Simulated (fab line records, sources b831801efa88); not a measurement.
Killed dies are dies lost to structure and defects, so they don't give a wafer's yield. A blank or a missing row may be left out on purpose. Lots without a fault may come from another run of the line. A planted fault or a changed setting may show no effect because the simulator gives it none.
Chamber matching | flow sky130 | SKY_PASSIVATION_CVD_00 on pecvd-03: 3 sister chambers
The step deposits SiO2, target thk 90 nm. 3 wafers are shown with their chamber, then 8 later ones without.

WAFERS WITH THEIR CHAMBER
wafer  | chamber | heater_power_w (W)
L090.1 | 0       | 484
L090.5 | 2       | 594
L092.1 | 1       | 696

WAFERS WITHOUT THEIR CHAMBER
wafer  | heater_power_w (W)
L092.4 | 427
L092.6 | 433
L095.2 | 441
L095.5 | 613
L095.6 | 452
L097.1 | 499
L097.5 | 506
L097.6 | 653

WHICH CHAMBER EACH WENT THROUGH
wafer  | from the rows above     | in truth
L092.4 | 0                       | 0
L092.6 | 0                       | 0
L095.2 | 0                       | 0
L095.5 | can't be placed: 2 or 1 | 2
L095.6 | 0                       | 0
L097.1 | 0                       | 0
L097.5 | can't be placed: 0 or 2 | 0
L097.6 | can't be placed: 1 or 2 | 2
Placed correctly: 5 of 8. Can't be placed from these rows: 3 (the true chamber is among the candidates in 3). Placed wrongly: 0.
How it was worked out, from the rows above alone: a wafer's distance from a chamber is the root of the sum, over the readings, of the square of ((its reading less the chamber's mean) divided by the reading's scatter). The wafer belongs to the nearest chamber; if the next one is less than 2 further off, it can't be placed. A chamber's mean is the mean of its shown wafers. The scatter: with one shown wafer a chamber, the root of the mean of the squares of how far each hidden wafer lies from its nearest shown one.
